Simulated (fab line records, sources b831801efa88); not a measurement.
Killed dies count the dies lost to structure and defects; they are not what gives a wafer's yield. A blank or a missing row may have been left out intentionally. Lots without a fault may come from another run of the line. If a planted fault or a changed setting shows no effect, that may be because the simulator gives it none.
Chamber matching ; flow gf180mcu ; GF_PASSIVATION_ETCH_11 on rie_diel-02: 4 sister chambers
The step etches the open film in CF4/O2, stops on TiN, target depth 2040 nm, time 453.3 s. 14 wafers are shown with their chamber, then 7 later ones without.

## WAFERS WITH THEIR CHAMBER
wafer;chamber;drypump_motor_current_A (A);oes_product_au (a.u.);throttle_valve_pct (%)
L077.2;1;5.51;1.000;5.983
L077.3;3;5.58;0.989;5.965
L077.6;3;5.58;0.991;5.944
L080.1;1;5.52;0.995;5.970
L080.3;0;5.46;0.978;5.977
L080.4;0;5.48;0.982;5.948
L082.2;2;5.94;0.987;5.972
L082.4;2;5.98;0.999;5.981
L082.6;0;5.50;0.981;5.972
L083.2;3;5.56;0.988;5.944
L083.3;1;5.53;0.991;5.950
L083.4;0;5.52;0.984;5.964
L086.1;2;5.97;0.994;5.973
L086.3;1;5.50;0.985;5.967

SIGNATURES (means of the wafers above)
reading;chamber 0;chamber 1;chamber 2;chamber 3;scatter within a chamber
drypump_motor_current_A;5.4900;5.5150;5.9633;5.5733;0.0191
oes_product_au;0.98125;0.99275;0.99333;0.98933;0.00466
throttle_valve_pct;5.96525;5.96750;5.97533;5.95100;0.0117
Rule: a wafer's distance from a chamber is the root of the sum, over the readings, of the square of ((its reading less the chamber's mean) divided by the reading's scatter). The wafer belongs to the nearest chamber; if the next one is less than 2 further off, it can't be placed. The scatter: take each reading less its chamber's mean, square it, sum over the shown wafers, divide by the number of wafers less the number of chambers, and take the root.

## WAFERS WITH NO CHAMBER GIVEN
wafer;drypump_motor_current_A (A);oes_product_au (a.u.);throttle_valve_pct (%)
L086.6;5.52;1.000;5.970
L087.1;5.97;0.996;5.958
L087.3;5.50;0.994;5.970
L087.4;5.56;0.988;5.965
L092.1;5.49;0.969;5.972
L092.3;6.01;0.983;5.969
L092.5;5.57;0.993;5.965

## WHICH CHAMBER EACH WENT THROUGH
wafer;from the rows above;in truth
L086.6;1;1
L087.1;2;2
L087.3;can't be placed: 1 or 0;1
L087.4;can't be placed: 3 or 1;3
L092.1;0;0
L092.3;2;2
L092.5;can't be placed: 3 or 1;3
Correct placement for 4 of the 7. Unplaceable from these rows: 3, with the true chamber sitting among the candidates in 3. Number placed wrongly: 0.
